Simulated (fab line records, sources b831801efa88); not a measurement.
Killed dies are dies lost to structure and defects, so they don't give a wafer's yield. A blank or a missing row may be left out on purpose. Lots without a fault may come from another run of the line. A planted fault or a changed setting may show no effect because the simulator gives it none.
Which tool did it? | flow sky130 | 24 lots, 72 wafers sampled, at 3 steps of a route of 708

WHAT THE GAUGES READ, wafer by wafer
SKY_CAP2M_THK_MEAS_01.
lot  | measured     | on            | CAP2M_CVD_00_THK (nm)
L074 | day 39 17:27 | film_metro-02 | 15.48 15.32 15.67
L075 | day 40 01:31 | film_metro-02 | 15.44 15.45 15.65
L076 | day 40 10:38 | film_metro-04 | 15.38 15.27 15.47
L077 | day 40 19:38 | film_metro-04 | 15.36 15.50 15.67
L079 | day 40 20:20 | film_metro-02 | 15.70 15.56 15.82
L078 | day 41 00:05 | film_metro-01 | 15.33 15.58 15.58
L081 | day 41 14:21 | film_metro-04 | 15.30 15.15 15.52
L080 | day 41 18:10 | film_metro-01 | 15.73 15.64 15.83
L082 | day 42 02:58 | film_metro-02 | 15.59 15.45 15.71
L083 | day 42 06:56 | film_metro-04 | 15.46 15.34 15.54
L084 | day 42 17:27 | film_metro-02 | 15.45 15.49 15.66
L085 | day 43 00:35 | film_metro-04 | 15.15 15.46 15.61
L086 | day 43 07:26 | film_metro-04 | 15.42 15.58 15.47
L087 | day 43 11:59 | film_metro-01 | 15.69 15.74 15.78
L088 | day 43 22:58 | film_metro-04 | 15.60 15.58 15.54
L089 | day 44 01:04 | film_metro-04 | 15.41 15.64 15.41
L090 | day 44 03:07 | film_metro-04 | 15.46 15.45 15.81
L091 | day 44 16:16 | film_metro-02 | 15.50 15.66 15.64
L092 | day 44 21:50 | film_metro-02 | 15.15 15.70 15.36
L093 | day 45 05:29 | film_metro-04 | 15.45 15.64 15.53
L094 | day 45 08:11 | film_metro-04 | 15.54 15.74 15.80
L095 | day 45 17:26 | film_metro-04 | 15.19 15.64 15.56
L096 | day 45 20:23 | film_metro-01 | 15.43 15.37 15.76
L097 | day 45 22:00 | film_metro-01 | 15.54 15.51 15.52

WHICH TOOL RAN EACH LOT (tool, then ch and the chambers of the sampled wafers, then the start)
lot  | SKY_METAL3_SPUTTER_04        | SKY_VIA3_STRIP_16
L074 | pvd_sputter-01, day 36 08:23 | plasma_asher-03 ch 0,1, day 39 16:01
L075 | pvd_sputter-01, day 36 16:59 | plasma_asher-04 ch 0,1, day 40 00:05
L076 | pvd_sputter-04, day 37 02:52 | plasma_asher-03 ch 0,1, day 40 09:10
L077 | pvd_sputter-04, day 37 12:04 | plasma_asher-04 ch 0,1, day 40 18:08
L079 | pvd_sputter-01, day 37 12:38 | plasma_asher-03 ch 0,1, day 40 18:47
L078 | pvd_sputter-01, day 37 15:52 | plasma_asher-03 ch 0,1, day 40 22:37
L081 | pvd_sputter-01, day 38 07:43 | plasma_asher-04 ch 0,1, day 41 12:55
L080 | pvd_sputter-04, day 38 10:45 | plasma_asher-02 ch 0,1, day 41 16:43
L082 | pvd_sputter-01, day 38 20:49 | plasma_asher-04 ch 0,1, day 42 01:25
L083 | pvd_sputter-01, day 39 01:19 | plasma_asher-04 ch 0,1, day 42 05:30
L084 | pvd_sputter-01, day 39 10:37 | plasma_asher-03 ch 0,1, day 42 14:12
L085 | pvd_sputter-04, day 39 19:10 | plasma_asher-04 ch 0,1, day 42 23:08
L086 | pvd_sputter-01, day 40 03:13 | plasma_asher-04 ch 0,1, day 43 05:56
L087 | pvd_sputter-01, day 40 07:04 | plasma_asher-02 ch 0,1, day 43 10:07
L088 | pvd_sputter-04, day 40 19:15 | plasma_asher-02 ch 0, day 43 21:29
L089 | pvd_sputter-03, day 40 23:07 | plasma_asher-03 ch 0,1, day 43 23:37
L090 | pvd_sputter-04, day 41 01:04 | plasma_asher-02 ch 0,1, day 44 01:39
L091 | pvd_sputter-03, day 41 15:25 | plasma_asher-04 ch 1, day 44 14:49
L092 | pvd_sputter-03, day 41 20:22 | plasma_asher-04 ch 0,1, day 44 20:23
L093 | pvd_sputter-03, day 42 04:49 | plasma_asher-02 ch 0,1, day 45 04:04
L094 | pvd_sputter-04, day 42 08:37 | plasma_asher-04 ch 0,1, day 45 06:46
L095 | pvd_sputter-01, day 42 18:07 | plasma_asher-04 ch 0,1, day 45 16:01
L096 | pvd_sputter-01, day 42 21:01 | plasma_asher-04 ch 0,1, day 45 18:37
L097 | pvd_sputter-03, day 42 23:34 | plasma_asher-04 ch 0,1, day 45 20:34
- SKY_METAL3_SPUTTER_04: material TiN, target thk 70 nm, time 58.3 s.
- SKY_VIA3_STRIP_16: strips in O2/N2.

WHAT THE TOOLS THEMSELVES READ (means of the sampled wafers that have a number; where no wafer has one, the mark that the record gives instead)
SKY_METAL3_SPUTTER_04.
lot  | tool           | cathode_dc_power_W (W) | throttle_valve_pct (%)
L074 | pvd_sputter-01 | 6499.5                 | 29.3
L075 | pvd_sputter-01 | 6501.3                 | 29.4
L076 | pvd_sputter-04 | 6499.2                 | 30.6
L077 | pvd_sputter-04 | 6500.1                 | 30.9
L079 | pvd_sputter-01 | 6499.2                 | 29.2
L078 | pvd_sputter-01 | 6498.8                 | 30.0
L081 | pvd_sputter-01 | 6499.3                 | 30.2
L080 | pvd_sputter-04 | 6500.9                 | 31.0
L082 | pvd_sputter-01 | 6499.7                 | 29.2
L083 | pvd_sputter-01 | 6500.4                 | 29.5
L084 | pvd_sputter-01 | 6499.4                 | 30.1
L085 | pvd_sputter-04 | 6501.2                 | 30.9
L086 | pvd_sputter-01 | 6499.3                 | 30.0
L087 | pvd_sputter-01 | 6500.3                 | 28.8
L088 | pvd_sputter-04 | 6500.9                 | 30.7
L089 | pvd_sputter-03 | 6499.7                 | 30.2
L090 | pvd_sputter-04 | 6498.5                 | 30.7
L091 | pvd_sputter-03 | 6500.1                 | 29.8
L092 | pvd_sputter-03 | 6500.2                 | 30.3
L093 | pvd_sputter-03 | 6499.5                 | 30.2
L094 | pvd_sputter-04 | 6499.3                 | 30.7
L095 | pvd_sputter-01 | 6499.3                 | 29.6
L096 | pvd_sputter-01 | 6500.5                 | 29.4
L097 | pvd_sputter-03 | 6500.0                 | 29.8

SKY_VIA3_STRIP_16.
lot  | tool            | drypump_motor_current_A (A) | oes_product_au (a.u.) | strip_time_to_endpoint_s (s)
L074 | plasma_asher-03 | 5.9                         | 0.406                 | 4.153
L075 | plasma_asher-04 | 6.0                         | 0.400                 | 4.143
L076 | plasma_asher-03 | 6.3                         | 0.397                 | 4.138
L077 | plasma_asher-04 | 6.1                         | 0.402                 | 4.128
L079 | plasma_asher-03 | 5.9                         | 0.402                 | 4.133
L078 | plasma_asher-03 | 6.3                         | 0.404                 | 4.128
L081 | plasma_asher-04 | 6.0                         | 0.403                 | 4.159
L080 | plasma_asher-02 | 5.6                         | 0.403                 | 4.153
L082 | plasma_asher-04 | 6.1                         | 0.404                 | 4.163
L083 | plasma_asher-04 | 6.1                         | 0.403                 | 4.171
L084 | plasma_asher-03 | 5.9                         | 0.406                 | 4.177
L085 | plasma_asher-04 | 6.1                         | 0.403                 | 4.116
L086 | plasma_asher-04 | 6.1                         | 0.406                 | 4.161
L087 | plasma_asher-02 | 5.5                         | 0.405                 | 4.110
L088 | plasma_asher-02 | 5.3                         | 0.399                 | 4.141
L089 | plasma_asher-03 | 5.9                         | 0.402                 | 4.163
L090 | plasma_asher-02 | 5.5                         | 0.399                 | 4.134
L091 | plasma_asher-04 | 6.2                         | 0.406                 | 4.181
L092 | plasma_asher-04 | 6.1                         | 0.404                 | 4.124
L093 | plasma_asher-02 | 5.6                         | 0.401                 | 4.152
L094 | plasma_asher-04 | 6.0                         | 0.398                 | 4.100
L095 | plasma_asher-04 | 6.1                         | 0.400                 | 4.144
L096 | plasma_asher-04 | 6.1                         | 0.401                 | 4.169
L097 | plasma_asher-04 | 6.0                         | 0.401                 | 4.152

THE ANSWER, worked out from the rows above alone
Rule: what is usual is taken from the lots themselves. Put in order of their means at a reading, lots are off if they are a third of the lots or fewer, leave a main group of 4 or more, and stand apart from it by a gap of 3 or more times the standard deviation of the main group's means; of several such gaps the widest counts. A main group whose means are all the same, to the digits that the tables above print for the reading, isn't used. A lot without any number at a reading at which 4 lots or more have one is off too. The other lots that the step has rows for count as sound. The gauges are gone through in route order, then the tools' own readings, and for those a lot's mean is taken as printed above. The first step at which some lot is off is used, and at that step the reading that is off furthest; a lot without a number counts as furthest.
No lot is off at any reading shown: from this, nothing can be told.

WHAT THE SIMULATOR HAD PUT IN
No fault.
